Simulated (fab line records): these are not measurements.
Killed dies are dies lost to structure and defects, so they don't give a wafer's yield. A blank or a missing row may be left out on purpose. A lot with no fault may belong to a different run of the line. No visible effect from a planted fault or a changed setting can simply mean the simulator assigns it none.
fab line records ; flow gf180mcu ; part 1 of 2: steps 1 to 23 of 33
[record] lots = 5; wafers = 15; last-day = 34
route steps=602 shown CONTACT@310 M1@315 V1@335
lots with no fault: from the same line, run without faults
start-h: hours from the record's first day to the start of the lot's first wafer shown ; wait-h: hours elapsed since this lot's preceding step ; " same as the row above ; L1.1+2: one row covering several wafers at once ; - value missing, or start not given ; * or withheld: withheld ; < > ~ a bound
route shown NAME@n: NAME is a module with steps in the file, n the number in the route of the first one ; usual: average and standard deviation across the fault-free wafers ; same: alike in all rows ; chamber/n: place in a boat ; sites: the reading at each site ; _std_site: how widely they spread, as a standard deviation ; _edge_site: inner sites' mean taken away from outer sites' mean ; radius-mm: for every site, how far away it sits from the centre of the wafer ; mask NAME#n: copy n ; behind: the tool/chamber that last shaped the wafer ; hold: the reason the lot was held/the length of the hold in hours/how it ended ; device: which transistor (n, p or np) failed to switch ; end of line: at the end of the route, the tests of the same wafers ; for a step that has no rows: nothing shown but its recipe ; killed: dies that structure and defects cost at the first sort, which is not the same as the wafer's yield ; map: dies across one wafer; x = killed, . = not, _ = none there
set.NAME: setting as actually run; set.NAME@STEP: the setting as run at that earlier step ; model.NAME: the simulator's own value behind a step, which no gauge read
a table for each step, a row for each wafer; lots at some steps of the route
services: from which hour (start-h, from the record's first day; less than 0 if before it) a tool's chamber was out of use, for how many hours, and why
[[steps]]
[step GF_CONTACT_SPUTTER_23]
[recipe] material = TiN; target-thk-nm = 10; chamber-pressure-pa = 5; power-w = 4000; time-s = 40
[usual] throttle-valve-pct = 30.4/1.1
[same] time-s = 40
lot.wafer;tool;chamber;start-h;wait-h;throttle-valve-pct
L077.1;pvd-sputter-03;-;394.31;0.0;29.8
L077.4;pvd-sputter-03;-;394.31;0.0;29.9
L077.5;pvd-sputter-03;-;394.31;0.0;29.9
L089.2;pvd-sputter-03;-;499.54;0.0;29.9
L089.3;pvd-sputter-03;-;499.54;0.0;28.8
L089.6;pvd-sputter-03;-;499.54;0.0;28.9
L093.1;pvd-sputter-02;-;533.77;0.0;31.5
L093.3;pvd-sputter-02;-;533.77;0.0;32.7
L093.4;pvd-sputter-02;-;533.77;0.0;31.0
L096.2;pvd-sputter-04;-;553.14;0.0;28.9
L096.3;pvd-sputter-04;-;553.14;0.0;30.0
L096.6;pvd-sputter-04;-;553.14;0.0;28.8
L095.1;pvd-sputter-04;-;556.44;0.0;28.8
L095.4;pvd-sputter-04;-;556.44;0.0;30.0
L095.5;pvd-sputter-04;-;556.44;0.0;30.0
[step GF_CONTACT_CVD_24]
[recipe] material = W; target-thk-nm = 300; time-s = 90.339; temp-c = 400; pressure-torr = 40
[usual] heater-power-w = 877/68
[same] time-s = 90.339
lot.wafer;tool;chamber;start-h;wait-h;heater-power-w
L077.1;cvd-w-01;1;394.35;0.0;864
L077.4;cvd-w-01;1;394.35;0.0;827
L077.5;cvd-w-01;0;394.35;0.0;839
L089.2;cvd-w-02;0;499.58;0.0;829
L089.3;cvd-w-02;0;499.58;0.0;808
L089.6;cvd-w-02;0;499.58;0.0;808
L093.1;cvd-w-01;0;533.81;0.0;838
L093.3;cvd-w-01;1;533.81;0.0;867
L093.4;cvd-w-01;0;533.81;0.0;859
L096.2;cvd-w-02;1;553.21;0.1;987
L096.3;cvd-w-02;1;553.21;0.1;973
L096.6;cvd-w-02;1;553.21;0.1;976
L095.1;cvd-w-01;0;556.48;0.0;829
L095.4;cvd-w-01;0;556.48;0.0;845
L095.5;cvd-w-01;0;556.48;0.0;858
[step GF_CONTACT_RS_MEAS_25]
[recipe] thk-meas-gauge = four-point-probe; reads = W_of_CONTACT_CVD_24+TiN_of_CONTACT_SPUTTER_23+Ti_of_CONTACT_SPUTTER_22
[usual] CONTACT_W_RS = 0.382/0.0068
lot.wafer;tool;chamber;start-h;wait-h;CONTACT_W_RS[ohm/sq]
L077.1;film-metro-01;-;394.45;0.1;0.386
L077.4;film-metro-01;-;394.45;0.1;0.389
L077.5;film-metro-01;-;394.45;0.1;0.387
L089.2;film-metro-03;-;499.70;0.1;0.387
L089.3;film-metro-03;-;499.70;0.1;0.386
L089.6;film-metro-03;-;499.70;0.1;0.387
L093.1;film-metro-03;-;533.91;0.1;0.387
L093.3;film-metro-03;-;533.91;0.1;0.382
L093.4;film-metro-03;-;533.91;0.1;0.389
L096.2;film-metro-01;-;553.40;0.2;0.370
L096.3;film-metro-01;-;553.40;0.2;0.375
L096.6;film-metro-01;-;553.40;0.2;0.373
L095.1;film-metro-04;-;556.58;0.1;0.385
L095.4;film-metro-04;-;556.58;0.1;0.381
L095.5;film-metro-04;-;556.58;0.1;0.383
[step GF_CONTACT_THK_MEAS_26]
[recipe] thk-meas-gauge = xrf; reads = W_of_CONTACT_CVD_24
[usual] CONTACT_W_THK = 304/5.9
lot.wafer;tool;chamber;start-h;wait-h;CONTACT_W_THK[nm]
L077.1;film-metro-01;-;394.57;0.1;299
L077.4;film-metro-01;-;394.57;0.1;297
L077.5;film-metro-01;-;394.57;0.1;299
L089.2;film-metro-03;-;499.81;0.1;306
L089.3;film-metro-03;-;499.81;0.1;306
L089.6;film-metro-03;-;499.81;0.1;304
L093.1;film-metro-03;-;534.03;0.1;302
L093.3;film-metro-03;-;534.03;0.1;307
L093.4;film-metro-03;-;534.03;0.1;301
L096.2;film-metro-01;-;553.51;0.1;310
L096.3;film-metro-01;-;553.51;0.1;306
L096.6;film-metro-01;-;553.51;0.1;307
L095.1;film-metro-04;-;556.70;0.1;301
L095.4;film-metro-04;-;556.70;0.1;305
L095.5;film-metro-04;-;556.70;0.1;305
[step GF_CONTACT_CMP_27]
[recipe] stop-on = SiO2; down-force-psi = 3.5; platen-rpm = 60; t-overpolish-s = 15; target-thk-nm = 0; pad-velocity-m-s = 0.94248
[usual] motor-current-A = 10.8/0.91; overpolish-run-s = 15.001/0.0086; platen-rpm = 60.00/0.036; retaining-ring-pressure-frac = 1.001/0.0052; time-to-endpoint-s = 73/4.9
lot.wafer;tool;chamber;start-h;wait-h;motor-current-A;overpolish-run-s;platen-rpm;retaining-ring-pressure-frac;time-to-endpoint-s
L077.4;cmp-02;2;394.73;0.1;10.1;14.989;60.00;1.008;72
L077.1;cmp-02;3;394.73;0.1;12.4;15.006;59.93;0.999;74
L077.5;cmp-02;1;394.73;0.1;9.6;15.024;60.00;0.998;78
L089.3;cmp-02;0;499.86;0.0;10.7;14.999;59.97;0.997;77
L089.2;cmp-02;2;499.86;0.0;10.1;15.000;59.99;0.997;72
L089.6;cmp-02;0;499.86;0.0;11.0;14.995;60.01;1.005;77
L093.4;cmp-01;2;534.09;0.0;11.1;15.009;59.98;0.994;65
L093.3;cmp-01;3;534.09;0.0;10.9;14.989;59.96;0.997;70
L093.1;cmp-01;1;534.09;0.0;11.5;15.004;59.95;1.008;69
L096.2;cmp-02;3;553.61;0.1;12.8;15.010;59.99;0.990;75
L096.3;cmp-02;1;553.61;0.1;9.8;14.997;59.98;1.003;81
L096.6;cmp-02;3;553.61;0.1;13.6;15.003;60.10;0.993;79
L095.4;cmp-02;1;556.81;0.1;9.7;15.008;59.94;1.012;78
L095.1;cmp-02;3;556.81;0.1;12.0;15.002;60.00;1.009;71
L095.5;cmp-02;1;556.81;0.1;9.5;15.017;59.96;1.004;79
[step GF_M1_SPUTTER_00]
[recipe] material = Ti; target-thk-nm = 37.5; arriving-ion-energy-ev = 80; substrate-temp-c = 200; chamber-pressure-pa = 2; power-w = 4000; time-s = 150
[usual] throttle-valve-pct = 29.8/0.8
[same] time-s = 150
lot.wafer;tool;chamber;start-h;wait-h;throttle-valve-pct
L077.1;pvd-sputter-04;-;394.93;0.1;28.9
L077.4;pvd-sputter-04;-;394.93;0.1;29.0
L077.5;pvd-sputter-04;-;394.93;0.1;29.9
L089.2;pvd-sputter-01;-;500.16;0.1;28.1
L089.3;pvd-sputter-01;-;500.16;0.1;30.0
L089.6;pvd-sputter-01;-;500.16;0.1;30.8
L093.1;pvd-sputter-01;-;534.39;0.1;29.7
L093.3;pvd-sputter-01;-;534.39;0.1;30.2
L093.4;pvd-sputter-01;-;534.39;0.1;30.5
L096.2;pvd-sputter-04;-;553.86;0.2;29.7
L096.3;pvd-sputter-04;-;553.86;0.2;29.9
L096.6;pvd-sputter-04;-;553.86;0.2;30.6
L095.1;pvd-sputter-03;-;557.06;0.1;30.1
L095.4;pvd-sputter-03;-;557.06;0.1;29.9
L095.5;pvd-sputter-03;-;557.06;0.1;29.6
[step GF_M1_SPUTTER_01]
[recipe] material = TiN; target-thk-nm = 30; power-w = 6500; time-s = 25; chamber-pressure-pa = 0.4
[usual] throttle-valve-pct = 29.7/0.82
[same] time-s = 25
lot.wafer;tool;chamber;start-h;wait-h;throttle-valve-pct
L077.1;pvd-sputter-04;-;395.03;0.1;28.7
L077.4;pvd-sputter-04;-;395.03;0.1;28.6
L077.5;pvd-sputter-04;-;395.03;0.1;29.9
L089.2;pvd-sputter-01;-;500.26;0.1;28.2
L089.3;pvd-sputter-01;-;500.26;0.1;29.7
L089.6;pvd-sputter-01;-;500.26;0.1;30.6
L093.1;pvd-sputter-01;-;534.49;0.1;29.6
L093.3;pvd-sputter-01;-;534.49;0.1;30.0
L093.4;pvd-sputter-01;-;534.49;0.1;30.5
L096.2;pvd-sputter-04;-;553.96;0.1;30.0
L096.3;pvd-sputter-04;-;553.96;0.1;29.8
L096.6;pvd-sputter-04;-;553.96;0.1;31.1
L095.1;pvd-sputter-03;-;557.16;0.1;30.0
L095.4;pvd-sputter-03;-;557.16;0.1;30.0
L095.5;pvd-sputter-03;-;557.16;0.1;30.0
[step GF_M1_SPUTTER_02]
[recipe] material = AlCu; target-thk-nm = 450; power-w = 10600; time-s = 23.9; chamber-pressure-pa = 0.4
[usual] throttle-valve-pct = 29.7/0.82
[same] time-s = 23.9
lot.wafer;tool;chamber;start-h;wait-h;throttle-valve-pct
L077.1;pvd-sputter-04;-;395.06;0.0;28.9
L077.4;pvd-sputter-04;-;395.06;0.0;28.8
L077.5;pvd-sputter-04;-;395.06;0.0;30.0
L089.2;pvd-sputter-01;-;500.29;0.0;28.2
L089.3;pvd-sputter-01;-;500.29;0.0;29.5
L089.6;pvd-sputter-01;-;500.29;0.0;30.8
L093.1;pvd-sputter-01;-;534.52;0.0;30.0
L093.3;pvd-sputter-01;-;534.52;0.0;30.2
L093.4;pvd-sputter-01;-;534.52;0.0;30.4
L096.2;pvd-sputter-04;-;553.99;0.0;29.9
L096.3;pvd-sputter-04;-;553.99;0.0;29.8
L096.6;pvd-sputter-04;-;553.99;0.0;31.2
L095.1;pvd-sputter-03;-;557.19;0.0;30.0
L095.4;pvd-sputter-03;-;557.19;0.0;30.0
L095.5;pvd-sputter-03;-;557.19;0.0;30.1
[step GF_M1_SPUTTER_03]
[recipe] material = Ti; target-thk-nm = 10; substrate-temp-c = 300; chamber-pressure-pa = 0.3; power-w = 3000; time-s = 6.7
[usual] throttle-valve-pct = 29.7/0.8
[same] time-s = 6.7
lot.wafer;tool;chamber;start-h;wait-h;throttle-valve-pct
L077.1;pvd-sputter-04;-;395.09;0.0;29.0
L077.4;pvd-sputter-04;-;395.09;0.0;28.9
L077.5;pvd-sputter-04;-;395.09;0.0;29.8
L089.2;pvd-sputter-01;-;500.32;0.0;28.5
L089.3;pvd-sputter-01;-;500.32;0.0;29.9
L089.6;pvd-sputter-01;-;500.32;0.0;30.4
L093.1;pvd-sputter-01;-;534.55;0.0;30.1
L093.3;pvd-sputter-01;-;534.55;0.0;30.1
L093.4;pvd-sputter-01;-;534.55;0.0;30.6
L096.2;pvd-sputter-04;-;554.02;0.0;29.8
L096.3;pvd-sputter-04;-;554.02;0.0;30.0
L096.6;pvd-sputter-04;-;554.02;0.0;30.9
L095.1;pvd-sputter-03;-;557.22;0.0;30.0
L095.4;pvd-sputter-03;-;557.22;0.0;30.1
L095.5;pvd-sputter-03;-;557.22;0.0;29.9
[step GF_M1_SPUTTER_04]
[recipe] material = TiN; target-thk-nm = 50; power-w = 6500; time-s = 41.7; chamber-pressure-pa = 0.4
[usual] throttle-valve-pct = 29.7/0.81
[same] time-s = 41.7
lot.wafer;tool;chamber;start-h;wait-h;throttle-valve-pct
L077.1;pvd-sputter-04;-;395.11;0.0;28.8
L077.4;pvd-sputter-04;-;395.11;0.0;28.7
L077.5;pvd-sputter-04;-;395.11;0.0;29.9
L089.2;pvd-sputter-01;-;500.34;0.0;28.5
L089.3;pvd-sputter-01;-;500.34;0.0;29.8
L089.6;pvd-sputter-01;-;500.34;0.0;30.4
L093.1;pvd-sputter-01;-;534.57;0.0;29.6
L093.3;pvd-sputter-01;-;534.57;0.0;29.9
L093.4;pvd-sputter-01;-;534.57;0.0;30.4
L096.2;pvd-sputter-04;-;554.04;0.0;29.9
L096.3;pvd-sputter-04;-;554.04;0.0;30.0
L096.6;pvd-sputter-04;-;554.04;0.0;31.0
L095.1;pvd-sputter-03;-;557.24;0.0;30.3
L095.4;pvd-sputter-03;-;557.24;0.0;29.9
L095.5;pvd-sputter-03;-;557.24;0.0;30.0
[step GF_M1_RS_MEAS_05]
[recipe] thk-meas-gauge = four-point-probe; reads = TiN_of_M1_SPUTTER_04+Ti_of_M1_SPUTTER_03+AlCu_of_M1_SPUTTER_02+TiN_of_M1_SPUTTER_01+Ti_of_M1_SPUTTER_00
[usual] M1_ALCU_RS = 0.0696/0.00067
lot.wafer;tool;chamber;start-h;wait-h;M1_ALCU_RS[ohm/sq]
L077.1;film-metro-04;-;395.15;0.0;0.0701
L077.4;film-metro-04;-;395.15;0.0;0.0707
L077.5;film-metro-04;-;395.15;0.0;0.0704
L089.2;film-metro-03;-;500.40;0.0;0.0702
L089.3;film-metro-03;-;500.40;0.0;0.0695
L089.6;film-metro-03;-;500.40;0.0;0.0688
L093.1;film-metro-04;-;534.61;0.0;0.0695
L093.3;film-metro-04;-;534.61;0.0;0.0706
L093.4;film-metro-04;-;534.61;0.0;0.0699
L096.2;film-metro-03;-;554.10;0.0;0.0700
L096.3;film-metro-03;-;554.10;0.0;0.0709
L096.6;film-metro-03;-;554.10;0.0;0.0713
L095.1;film-metro-03;-;557.28;0.0;0.0692
L095.4;film-metro-03;-;557.28;0.0;0.0691
L095.5;film-metro-03;-;557.28;0.0;0.0689
[step GF_M1_THK_MEAS_06]
[recipe] thk-meas-gauge = xrf; reads = AlCu_of_M1_SPUTTER_02
[usual] M1_ALCU_THK = 455/5.9
lot.wafer;tool;chamber;start-h;wait-h;M1_ALCU_THK[nm]
L077.1;film-metro-04;-;395.27;0.1;457
L077.4;film-metro-04;-;395.27;0.1;449
L077.5;film-metro-04;-;395.27;0.1;453
L089.2;film-metro-03;-;500.51;0.1;446
L089.3;film-metro-03;-;500.51;0.1;450
L089.6;film-metro-03;-;500.51;0.1;454
L093.1;film-metro-04;-;534.73;0.1;461
L093.3;film-metro-04;-;534.73;0.1;451
L093.4;film-metro-04;-;534.73;0.1;456
L096.2;film-metro-03;-;554.21;0.1;447
L096.3;film-metro-03;-;554.21;0.1;444
L096.6;film-metro-03;-;554.21;0.1;443
L095.1;film-metro-03;-;557.40;0.1;456
L095.4;film-metro-03;-;557.40;0.1;455
L095.5;film-metro-03;-;557.40;0.1;458
[step GF_M1_DEHYDRATE_07]
[recipe] temp-c = 200; time-s = 60
[usual] resist-line-temp-C = 23.00/0.1
[same] time-s = 60
lot.wafer;tool;chamber;start-h;wait-h;resist-line-temp-C
L077.1;litho-track-02;0;406.61;11.3;23.04
L077.4;litho-track-02;0;406.61;11.3;23.10
L077.5;litho-track-02;0;406.61;11.3;23.17
L089.2;litho-track-02;0;511.44;10.9;23.00
L089.3;litho-track-02;0;511.44;10.9;23.14
L089.6;litho-track-02;0;511.44;10.9;23.14
L093.1;litho-track-03;0;545.16;10.4;23.00
L093.3;litho-track-03;0;545.16;10.4;22.85
L093.4;litho-track-03;0;545.16;10.4;22.97
L096.2;litho-track-04;0;564.71;10.5;23.11
L096.3;litho-track-04;0;564.71;10.5;23.06
L096.6;litho-track-04;0;564.71;10.5;22.91
L095.1;litho-track-03;0;567.06;9.6;22.88
L095.4;litho-track-03;0;567.06;9.6;22.95
L095.5;litho-track-03;0;567.06;9.6;23.01
[step GF_M1_HMDS_08]
[recipe] prime-time-s = 60; prime-temp-c = 120
[usual] resist-line-temp-C = 22.99/0.098
lot.wafer;tool;chamber;start-h;wait-h;resist-line-temp-C
L077.1;litho-track-02;0;406.76;0.1;23.03
L077.4;litho-track-02;0;406.76;0.1;22.93
L077.5;litho-track-02;0;406.76;0.1;23.06
L089.2;litho-track-02;0;511.59;0.1;23.06
L089.3;litho-track-02;0;511.59;0.1;22.95
L089.6;litho-track-02;0;511.59;0.1;23.18
L093.1;litho-track-03;0;545.31;0.1;23.21
L093.3;litho-track-03;0;545.31;0.1;23.02
L093.4;litho-track-03;0;545.31;0.1;22.82
L096.2;litho-track-04;0;564.86;0.1;22.90
L096.3;litho-track-04;0;564.86;0.1;22.95
L096.6;litho-track-04;0;564.86;0.1;23.00
L095.1;litho-track-03;0;567.21;0.1;22.99
L095.4;litho-track-03;0;567.21;0.1;23.00
L095.5;litho-track-03;0;567.21;0.1;23.04
[step GF_M1_COAT_09]
[recipe] resist = KrF; spin-rpm = withheld; resist-thk-nm = 1000
[usual] dispense-pressure-kPa = 50.8/3; resist-line-temp-C = 23.00/0.11
lot.wafer;tool;chamber;start-h;wait-h;dispense-pressure-kPa;resist-line-temp-C
L077.1;litho-track-02;0;406.91;0.1;49.6;22.93
L077.4;litho-track-02;0;406.91;0.1;49.6;23.13
L077.5;litho-track-02;0;406.91;0.1;49.7;22.88
L089.2;litho-track-02;0;511.74;0.1;49.7;22.95
L089.3;litho-track-02;0;511.74;0.1;49.7;23.01
L089.6;litho-track-02;0;511.74;0.1;49.7;23.12
L093.1;litho-track-03;0;545.46;0.1;55.0;23.30
L093.3;litho-track-03;0;545.46;0.1;54.9;23.12
L093.4;litho-track-03;0;545.46;0.1;54.9;23.18
L096.2;litho-track-04;0;565.01;0.1;47.4;23.19
L096.3;litho-track-04;0;565.01;0.1;47.5;23.02
L096.6;litho-track-04;0;565.01;0.1;47.5;23.04
L095.1;litho-track-03;0;567.36;0.1;54.8;23.05
L095.4;litho-track-03;0;567.36;0.1;54.9;22.95
L095.5;litho-track-03;0;567.36;0.1;54.8;23.08
[step GF_M1_SOFTBAKE_10]
[recipe] temp-c = 130; time-s = 60; resist = KrF
[usual] resist-line-temp-C = 23.01/0.11
[same] time-s = 60
lot.wafer;tool;chamber;start-h;wait-h;resist-line-temp-C
L077.1;litho-track-02;0;407.06;0.1;22.84
L077.4;litho-track-02;0;407.06;0.1;22.91
L077.5;litho-track-02;0;407.06;0.1;22.94
L089.2;litho-track-02;0;511.89;0.1;22.96
L089.3;litho-track-02;0;511.89;0.1;22.89
L089.6;litho-track-02;0;511.89;0.1;23.00
L093.1;litho-track-03;0;545.61;0.1;23.04
L093.3;litho-track-03;0;545.61;0.1;23.09
L093.4;litho-track-03;0;545.61;0.1;23.20
L096.2;litho-track-04;0;565.16;0.1;23.06
L096.3;litho-track-04;0;565.16;0.1;23.08
L096.6;litho-track-04;0;565.16;0.1;23.28
L095.1;litho-track-03;0;567.51;0.1;23.12
L095.4;litho-track-03;0;567.51;0.1;22.89
L095.5;litho-track-03;0;567.51;0.1;22.89
[step GF_M1_EXPOSE_11]
[recipe] mask-id = Metal1; target-cd-nm = 230; na = 0.68; source-shape = conventional; sigma-outer = 0.6; dose-mj = 28
[usual] exposure-dose-mJ-cm2 = 27.98/0.03
lot.wafer;tool;chamber;start-h;wait-h;mask;exposure-dose-mJ-cm2
L077.1;krf-scanner-02;0;-;-;Metal1#0;28.00
L077.4;krf-scanner-02;0;-;-;Metal1#0;28.01
L077.5;krf-scanner-02;0;-;-;Metal1#0;27.98
L089.2;krf-scanner-01;0;-;-;Metal1#0;27.99
L089.3;krf-scanner-01;0;-;-;Metal1#0;27.98
L089.6;krf-scanner-01;0;-;-;Metal1#0;27.99
L093.1;krf-scanner-02;0;-;-;Metal1#0;27.98
L093.3;krf-scanner-02;0;-;-;Metal1#0;27.94
L093.4;krf-scanner-02;0;-;-;Metal1#0;27.98
L096.2;krf-scanner-02;0;-;-;Metal1#0;27.95
L096.3;krf-scanner-02;0;-;-;Metal1#0;27.98
L096.6;krf-scanner-02;0;-;-;Metal1#0;27.95
L095.1;krf-scanner-01;0;-;-;Metal1#0;27.97
L095.4;krf-scanner-01;0;-;-;Metal1#0;28.01
L095.5;krf-scanner-01;0;-;-;Metal1#0;28.00
[step GF_M1_PEB_12]
[recipe] peb-temp-c = 135; peb-time-s = 90; resist = KrF
[usual] resist-line-temp-C = 23.01/0.096
[same] peb-time-s = 90
lot.wafer;tool;chamber;start-h;wait-h;resist-line-temp-C
L077.1;litho-track-04;0;-;-;23.02
L077.4;litho-track-04;0;-;-;22.82
L077.5;litho-track-04;0;-;-;22.95
L089.2;litho-track-02;0;-;-;23.07
L089.3;litho-track-02;0;-;-;23.16
L089.6;litho-track-02;0;-;-;22.87
L093.1;litho-track-03;0;-;-;23.08
L093.3;litho-track-03;0;-;-;23.02
L093.4;litho-track-03;0;-;-;23.08
L096.2;litho-track-03;0;-;-;22.96
L096.3;litho-track-03;0;-;-;23.00
L096.6;litho-track-03;0;-;-;22.73
L095.1;litho-track-04;0;-;-;23.22
L095.4;litho-track-04;0;-;-;23.13
L095.5;litho-track-04;0;-;-;23.15
[step GF_M1_DEVELOP_13]
[recipe] develop-time-s = 60; dev-temp-c = 21
[usual] resist-line-temp-C = 23.00/0.11
lot.wafer;tool;chamber;start-h;wait-h;resist-line-temp-C
L077.1;litho-track-04;0;418.39;0.2;23.27
L077.4;litho-track-04;0;418.39;0.2;23.14
L077.5;litho-track-04;0;418.39;0.2;23.12
L089.2;litho-track-02;0;523.33;0.2;23.15
L089.3;litho-track-02;0;523.33;0.2;23.01
L089.6;litho-track-02;0;523.33;0.2;22.99
L093.1;litho-track-03;0;556.91;0.2;22.88
L093.3;litho-track-03;0;556.91;0.2;22.93
L093.4;litho-track-03;0;556.91;0.2;22.99
L096.2;litho-track-03;0;576.38;0.2;23.02
L096.3;litho-track-03;0;576.38;0.2;23.03
L096.6;litho-track-03;0;576.38;0.2;23.09
L095.1;litho-track-04;0;578.63;0.2;23.04
L095.4;litho-track-04;0;578.63;0.2;22.99
L095.5;litho-track-04;0;578.63;0.2;23.09
[step GF_M1_CD_MEAS_14]
[recipe] target-cd-nm = 230
[usual] cd-nm = 230.2/1.2
lot.wafer;tool;chamber;start-h;wait-h;cd-nm
L077.1;cd-sem-01;-;418.54;0.1;228.3
L077.4;cd-sem-01;-;418.54;0.1;229.9
L077.5;cd-sem-01;-;418.54;0.1;230.4
L089.2;cd-sem-02;-;523.48;0.1;229.2
L089.3;cd-sem-02;-;523.48;0.1;232.1
L089.6;cd-sem-02;-;523.48;0.1;230.3
L093.1;cd-sem-02;-;557.06;0.1;228.6
L093.3;cd-sem-02;-;557.06;0.1;229.1
L093.4;cd-sem-02;-;557.06;0.1;229.8
L096.2;cd-sem-01;-;576.53;0.1;228.9
L096.3;cd-sem-01;-;576.53;0.1;230.4
L096.6;cd-sem-01;-;576.53;0.1;228.7
L095.1;cd-sem-01;-;578.78;0.1;230.9
L095.4;cd-sem-01;-;578.78;0.1;230.2
L095.5;cd-sem-01;-;578.78;0.1;230.5
[step GF_M1_OVL_MEAS_15]
[usual] M1_OVL = 0/5.1
lot.wafer;tool;chamber;start-h;wait-h;M1_OVL[nm]
L077.1;overlay-01;-;418.66;0.1;7
L077.4;overlay-01;-;418.66;0.1;-4
L077.5;overlay-01;-;418.66;0.1;4
L089.2;overlay-01;-;523.59;0.1;-6
L089.3;overlay-01;-;523.59;0.1;-2
L089.6;overlay-01;-;523.59;0.1;-1
L093.1;overlay-02;-;557.18;0.1;4
L093.3;overlay-02;-;557.18;0.1;0
L093.4;overlay-02;-;557.18;0.1;-2
L096.2;overlay-01;-;576.63;0.1;-3
L096.3;overlay-01;-;576.63;0.1;-11
L096.6;overlay-01;-;576.63;0.1;-6
L095.1;overlay-01;-;578.90;0.1;-1
L095.4;overlay-01;-;578.90;0.1;1
L095.5;overlay-01;-;578.90;0.1;2
[step GF_M1_METAL_ETCH_16]
[recipe] chemistry = Cl2/BCl3; mask-material = KrF; target-depth-nm = 627.5; stop-on = SiO2; pressure-mtorr = 8; icp-w = 800; bias-w = 140; Cl2_flow_sccm = 80; bcl3-flow-sccm = 40; time-s = 104.6
[usual] drypump-motor-current-A = 5.51/0.3; he-backside-leak-sccm = 3.4/0.31; oes-product-au = 0.971/0.0057; rf-fwd-power-W = 795.8/2.2; throttle-valve-pct = 28.251/0.01
[same] time-s = 104.6
lot.wafer;tool;chamber;start-h;wait-h;drypump-motor-current-A;he-backside-leak-sccm;oes-product-au;rf-fwd-power-W;rf-hours-counter-h;throttle-valve-pct
L077.1;rie-metal-01;0;418.69;0.0;5.22;3.8;0.979;796.7;1.8;28.259
L077.4;rie-metal-01;1;418.69;0.0;5.95;3.2;0.970;796.8;-;28.260
L077.5;rie-metal-01;0;418.69;0.0;5.24;3.4;0.965;797.9;-;28.254
L089.2;rie-metal-01;1;523.62;0.0;5.98;3.2;0.969;792.3;6.5;28.245
L089.3;rie-metal-01;1;523.62;0.0;5.97;3.3;0.972;794.0;-;28.238
L089.6;rie-metal-01;1;523.62;0.0;5.96;3.3;0.976;796.4;-;28.250
L093.1;rie-metal-01;1;557.21;0.0;5.96;3.5;0.972;797.2;7.4;28.260
L093.3;rie-metal-01;1;557.21;0.0;5.98;3.4;0.963;797.8;-;28.271
L093.4;rie-metal-01;0;557.21;0.0;5.22;3.6;0.963;795.4;-;28.244
L096.2;rie-metal-01;0;576.66;0.0;5.20;3.2;0.962;793.6;5.8;28.247
L096.3;rie-metal-01;1;576.66;0.0;5.94;3.4;0.961;791.6;-;28.263
L096.6;rie-metal-01;1;576.66;0.0;5.93;3.4;0.968;795.1;-;28.257
L095.1;rie-metal-03;1;578.94;0.0;5.58;3.4;0.972;797.5;0.0;28.254
L095.4;rie-metal-03;1;578.94;0.0;5.58;3.4;0.981;796.7;-;28.253
L095.5;rie-metal-03;0;578.94;0.0;5.69;3.3;0.970;798.5;-;28.261
[step GF_M1_STRIP_17]
[recipe] chemistry = O2/N2; power-w = 1400; pressure-mtorr = 1500; platen-temp-c = 250; o2-flow-sccm = 3000; n2-flow-sccm = 300; overash-fraction = 0.5
[usual] drypump-motor-current-A = 5.74/0.19; heater-power-w = 346/15; oes-product-au = 0.559/0.0052; strip-time-to-endpoint-s = 7.87/0.049
lot.wafer;tool;chamber;start-h;wait-h;drypump-motor-current-A;heater-power-w;oes-product-au;rf-hours-counter-h;strip-time-to-endpoint-s
L077.1;plasma-asher-01;0;418.80;0.1;6.00;335;0.561;75;7.89
L077.4;plasma-asher-01;1;418.80;0.1;5.61;350;0.558;-;7.88
L077.5;plasma-asher-01;1;418.80;0.1;5.59;342;0.564;-;7.90
L089.2;plasma-asher-03;1;523.73;0.1;5.63;317;0.553;10;7.82
L089.3;plasma-asher-03;1;523.73;0.1;5.58;332;0.553;-;7.83
L089.6;plasma-asher-03;0;523.73;0.1;5.82;342;0.556;-;7.85
L093.1;plasma-asher-04;1;557.32;0.1;5.48;369;0.559;83;7.94
L093.3;plasma-asher-04;0;557.32;0.1;5.97;365;0.553;-;7.92
L093.4;plasma-asher-04;1;557.32;0.1;5.46;362;0.563;-;7.95
L096.2;plasma-asher-04;0;576.77;0.1;5.94;362;0.565;85;7.94
L096.3;plasma-asher-04;1;576.77;0.1;5.47;359;0.554;-;7.89
L096.6;plasma-asher-04;0;576.77;0.1;5.93;360;0.562;-;7.92
L095.1;plasma-asher-03;1;579.05;0.1;5.63;327;0.559;15;7.90
L095.4;plasma-asher-03;1;579.05;0.1;5.62;320;0.570;-;7.93
L095.5;plasma-asher-03;0;579.05;0.1;5.83;343;0.567;-;7.90
